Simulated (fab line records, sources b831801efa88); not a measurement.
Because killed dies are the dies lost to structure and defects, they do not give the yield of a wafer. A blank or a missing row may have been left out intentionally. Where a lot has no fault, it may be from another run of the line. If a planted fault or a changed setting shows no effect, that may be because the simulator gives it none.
A struck lot beside a sound one + flow sky130 + 35 out of 708 route steps
Sound: these wafers, L751.2, L751.5, L751.6. Struck: wafer L761.1 (L761.2, L761.4, from the same lot, were not struck and are left out); the cause is given at the end.
Each step with rows lists, per side, the tool, then ch with its chambers, then its first start. Under that, the readings that differ: sound wafers + struck wafers + difference of the means + sigmas: that difference in standard deviations of wafers without a fault.
alike: readings whose means differ by less than 2 such deviations, and words and numbers that are the same on both sides. not compared: withheld readings, readings that some wafer has no value for, bounds like >300 that may hide the same value, and numbers for which the record gives no deviation and whose values overlap.
The two part at a step that has a row with sigmas, a row that says differs or no value, or rows on one side only. Numbers that don't overlap but have no deviation are shown without sigmas and don't part them. Lack of a reading on every wafer of one side parts them only where that side has two or more wafers.

first, 10 steps without rows for these wafers: SKY_METAL1_DEHYDRATE_07 (time 60 s); SKY_METAL1_HMDS_08 (prime time 60 s); SKY_METAL1_COAT_09 (resist thk 60 nm); SKY_METAL1_COAT_10 (resist thk 450 nm); SKY_METAL1_SOFTBAKE_11 (time 85.9 s); SKY_METAL1_EXPOSE_12 (exposes mask MM1, target cd 140 nm); SKY_METAL1_PEB_13; SKY_METAL1_DEVELOP_14 (develop time 60 s); SKY_METAL1_DESCUM_17 (chemistry O2, time 8 s); SKY_METAL1_ETCH_18 (etches BARC in N2/H2, stops on SiO2, time 45.9 s, target depth 60 nm).
SKY_METAL1_METAL_ETCH_19: etches the open film in Cl2/BCl3, stops on SiO2, target depth 360 nm, time 78 s.
  sound on rie_metal-02 ch 0,1, day 38 23:01; struck on rie_metal-02 ch 0, day 39 09:14
  alike: chamber_pressure_mTorr, drypump_motor_current_A, oes_product_au, throttle_valve_pct
  not compared: rf_hours_counter_h
then, 23 steps without rows for these wafers: SKY_METAL1_STRIP_20 (strips in O2/N2); SKY_METAL1_STRIP_21 (strips in post etch residue remover, time 1200 s); SKY_METAL1_CLEAN_22 (cleans in IPA, time 180 s); SKY_METAL1_CLEAN_23 (cleans in O3/DIW); SKY_VIA1_HDPCVD_00 (deposits SiO2, target thk 1030 nm, time 171.7 s); SKY_VIA1_CMP_02 (polishes SiO2); SKY_VIA1_DEHYDRATE_04 (time 60 s); SKY_VIA1_HMDS_05 (prime time 60 s); SKY_VIA1_COAT_06 (resist thk 60 nm); SKY_VIA1_COAT_07 (resist thk 450 nm); SKY_VIA1_SOFTBAKE_08 (time 90 s); SKY_VIA1_EXPOSE_09 (exposes mask VIM, target cd 150 nm); SKY_VIA1_PEB_10; SKY_VIA1_DEVELOP_11 (develop time 60 s); SKY_VIA1_ETCH_14 (etches BARC in N2/H2, stops on SiO2, time 45.9 s, target depth 60 nm); SKY_VIA1_ETCH_15 (etches SiO2 in C4F8/O2/Ar, stops on TiN, target depth 351 nm, time 54 s); SKY_VIA1_STRIP_16 (strips in O2/N2); SKY_VIA1_STRIP_17 (strips in post etch residue remover, time 1200 s); SKY_VIA1_CLEAN_18 (cleans in IPA, time 180 s); SKY_VIA1_CLEAN_19 (cleans in O3/DIW); SKY_VIA1_SPUTTER_20 (material TiN, target thk 20 nm, time 80 s); SKY_VIA1_CVD_21 (deposits W, target thk 270 nm, time 80.902 s); SKY_VIA1_CMP_24 (polishes, stops on SiO2, t overpolish 15 s, target thk 0 nm).
-- the record jumps here: 11 days lie between the struck wafers' starts before and after (it left off in module VIA1 and takes up again in module PAD_OPEN, whose first step shown is number 708 of the route) --
SKY_PAD_OPEN_PROBE_99:
  sound: prober-02 at day 50 08:20; struck: prober-01 at day 50 15:24
| reading                               | sound             | struck | difference | sigmas |
|---------------------------------------|-------------------|--------|------------|--------|
| defect_limited_yield (%)              | 81.3 82.9 85.6    | 77.2   | -6.1       | -3     |
| killed_at_M0_to_M3                    | 43 42 28          | 67     | +29        | +4     |
| killed_dies                           | 92 84 71          | 112    | +30        | +3     |
| killed_on_rim                         | 15 13 15          | 25     | +11        | +3     |
| sort_bin_5_function (%)               | 10.2 10.0 7.9     | 13.0   | +3.6       | +2     |
| sort_n_pass                           | 400 408 421       | 380    | -30        | -3     |
| sort_yield_pct (%)                    | 81.3 82.9 85.6    | 77.2   | -6.1       | -3     |
| model.etest.tester.sort_n_pass        | 400 408 421       | 380    | -30        |        |
| model.etest.tester.sort_yield_pct (%) | 81.3 82.93 85.57  | 77.24  | -6.03      |        |
| model.etest.tester.sort_bin_5_pct (%) | 10.16 9.959 7.927 | 13.01  | +3.66      |        |
  alike: killed_at_M4_up, killed_at_contacts, killed_at_front_end, killed_at_other, killed_open, killed_short, sort_bin_3_pad_short, sort_bin_6_memory
  not compared: model.etest.tester.sort_bin_3_pct

## WHERE THEY PART
Within this record, at SKY_PAD_OPEN_PROBE_99 only.

WHY: what had been put in by the simulator
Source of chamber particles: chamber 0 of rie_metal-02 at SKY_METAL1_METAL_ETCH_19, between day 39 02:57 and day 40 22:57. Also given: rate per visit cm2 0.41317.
